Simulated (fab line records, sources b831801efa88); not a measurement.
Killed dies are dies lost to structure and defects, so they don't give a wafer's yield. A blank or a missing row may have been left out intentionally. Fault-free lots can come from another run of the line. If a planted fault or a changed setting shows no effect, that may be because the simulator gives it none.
Which of the tools did it? || flow sky130 || 13 lots with 38 wafers sampled at 3 steps, on a route of 708 steps

== WHAT THE GAUGES SHOWED, per wafer ==
SKY_POLY_GATE_CD_MEAS_13: the cd target is 150 nm. Usual: 149.7 nm for cdNm, sd 1.4.
{"lot": "L448", "measured": "day 16 10:50", "on": "cdSem-02", "cdNm (nm)": "149.0 149.1 149.8", "flag": ""}
{"lot": "L447", "measured": "day 16 12:20", "on": "cdSem-02", "cdNm (nm)": "148.4 149.3 148.2", "flag": ""}
{"lot": "L451", "measured": "day 17 21:11", "on": "cdSem-02", "cdNm (nm)": "147.5 146.8 147.9", "flag": ""}
{"lot": "L452", "measured": "day 18 03:14", "on": "cdSem-02", "cdNm (nm)": "149.1 150.3 149.5", "flag": ""}
{"lot": "L453", "measured": "day 18 12:55", "on": "cdSem-01", "cdNm (nm)": "150.0 151.4 151.7", "flag": ""}
{"lot": "L455", "measured": "day 19 00:04", "on": "cdSem-01", "cdNm (nm)": "153.3 150.7 151.0", "flag": ""}
{"lot": "L456", "measured": "day 19 15:43", "on": "cdSem-02", "cdNm (nm)": "150.2 149.0 149.4", "flag": ""}
{"lot": "L457", "measured": "day 20 02:22", "on": "cdSem-01", "cdNm (nm)": "148.4 148.6 148.4", "flag": ""}
{"lot": "L458", "measured": "day 20 09:52", "on": "cdSem-01", "cdNm (nm)": "146.1 146.7 146.8", "flag": ""}
{"lot": "L459", "measured": "day 21 12:22", "on": "cdSem-02", "cdNm (nm)": "149.5 148.3 147.9", "flag": ""}
{"lot": "L466", "measured": "day 23 17:19", "on": "cdSem-01", "cdNm (nm)": "149.8 150.8 149.7", "flag": ""}
{"lot": "L468", "measured": "day 24 06:54", "on": "cdSem-01", "cdNm (nm)": "148.1 149.7", "flag": ""}
{"lot": "L469", "measured": "day 24 12:40", "on": "cdSem-02", "cdNm (nm)": "150.3 150.7 150.5", "flag": ""}

SKY_LDD_P_CD_MEAS_07: the cd target is 380 nm. Usual: 379.8 nm for cdNm, sd 2.
{"lot": "L448", "measured": "day 19 01:45", "on": "cdSem-02", "cdNm (nm)": "380.7 380.2 378.8", "flag": ""}
{"lot": "L447", "measured": "day 19 03:36", "on": "cdSem-02", "cdNm (nm)": "381.2 378.4 381.0", "flag": ""}
{"lot": "L451", "measured": "day 20 13:12", "on": "cdSem-02", "cdNm (nm)": "380.4 378.9 380.7", "flag": ""}
{"lot": "L452", "measured": "day 20 22:02", "on": "cdSem-01", "cdNm (nm)": "377.9 376.5 378.1", "flag": ""}
{"lot": "L453", "measured": "day 21 05:45", "on": "cdSem-01", "cdNm (nm)": "377.9 378.4 379.1", "flag": ""}
{"lot": "L455", "measured": "day 21 17:34", "on": "cdSem-01", "cdNm (nm)": "383.7 381.0 380.1", "flag": ""}
{"lot": "L456", "measured": "day 22 08:37", "on": "cdSem-02", "cdNm (nm)": "377.7 378.8 379.9", "flag": ""}
{"lot": "L457", "measured": "day 22 19:18", "on": "cdSem-01", "cdNm (nm)": "383.2 383.2 381.8", "flag": ""}
{"lot": "L458", "measured": "day 23 03:25", "on": "cdSem-02", "cdNm (nm)": "380.8 380.8 379.7", "flag": ""}
{"lot": "L459", "measured": "day 24 05:07", "on": "cdSem-02", "cdNm (nm)": "374.3 378.1 377.9", "flag": ""}
{"lot": "L466", "measured": "day 26 08:28", "on": "cdSem-01", "cdNm (nm)": "357.4 379.9 378.8", "flag": "OFF"}
{"lot": "L468", "measured": "day 26 20:18", "on": "cdSem-02", "cdNm (nm)": "354.8 380.7", "flag": "OFF"}
{"lot": "L469", "measured": "day 27 03:29", "on": "cdSem-01", "cdNm (nm)": "351.8 376.8 380.8", "flag": "OFF"}

== WHICH TOOL RAN EACH LOT (tool, then ch and the chambers of the sampled wafers, then the start) ==
{"lot": "L448", "SKY_LDD_P_EXPOSE_04": "ilineStepper-01 ch 0, day 18 11:03"}
{"lot": "L447", "SKY_LDD_P_EXPOSE_04": "ilineStepper-02 ch 0, day 18 12:46"}
{"lot": "L451", "SKY_LDD_P_EXPOSE_04": "ilineStepper-01 ch 0, day 19 22:20"}
{"lot": "L452", "SKY_LDD_P_EXPOSE_04": "ilineStepper-02 ch 0, day 20 06:17"}
{"lot": "L453", "SKY_LDD_P_EXPOSE_04": "ilineStepper-02 ch 0, day 20 14:11"}
{"lot": "L455", "SKY_LDD_P_EXPOSE_04": "ilineStepper-01 ch 0, day 21 02:03"}
{"lot": "L456", "SKY_LDD_P_EXPOSE_04": "ilineStepper-02 ch 0, day 21 17:24"}
{"lot": "L457", "SKY_LDD_P_EXPOSE_04": "ilineStepper-02 ch 0, day 22 04:06"}
{"lot": "L458", "SKY_LDD_P_EXPOSE_04": "ilineStepper-01 ch 0, day 22 12:36"}
{"lot": "L459", "SKY_LDD_P_EXPOSE_04": "ilineStepper-02 ch 0, day 23 14:34"}
{"lot": "L466", "SKY_LDD_P_EXPOSE_04": "ilineStepper-02 ch 0, day 25 17:40"}
{"lot": "L468", "SKY_LDD_P_EXPOSE_04": "ilineStepper-02 ch 0, day 26 06:13"}
{"lot": "L469", "SKY_LDD_P_EXPOSE_04": "ilineStepper-02 ch 0, day 26 13:31"}
- SKY_LDD_P_EXPOSE_04: exposes mask PSDM, target cd 380 nm.

== WHAT THE TOOLS THEMSELVES READ (means of the sampled wafers that have a number; where no wafer has one, the mark that the record gives instead) ==
The record holds no such reading with a usual standard deviation.

== THE ANSWER, worked out from the rows above alone ==
Rule: a lot is off if the mean of its wafers that have a number lies more than 3 standard deviations from the usual mean. Also off: a lot with no number at a reading for which 4 or more lots have one. Where the step has rows for the other lots, those lots are counted as sound. After the gauges, taken in route order, come the tools' own readings; for these a lot's mean is taken, as printed above. The first step at which some lot is off is used, and at that step the reading that is off furthest; a lot without a number counts as furthest.
Off, at SKY_LDD_P_CD_MEAS_07 on cdNm: L466, L468, L469.
A tool fits if, at a process step before that reading, it ran every lot that is off, and no sound lot after the first of them. Those tools and the gauges at SKY_LDD_P_CD_MEAS_07 are tried in the same way. One candidate fits, namely ilineStepper-02 at SKY_LDD_P_EXPOSE_04. A fault onset in the window from L459 (day 23 14:34, its last sound lot) to L466 (day 25 17:40, its first lot off) fits.

== WHAT THE SIMULATOR PUT IN ==
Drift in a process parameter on ilineStepper-02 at SKY_LDD_P_EXPOSE_04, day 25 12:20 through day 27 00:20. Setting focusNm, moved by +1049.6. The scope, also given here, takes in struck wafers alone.
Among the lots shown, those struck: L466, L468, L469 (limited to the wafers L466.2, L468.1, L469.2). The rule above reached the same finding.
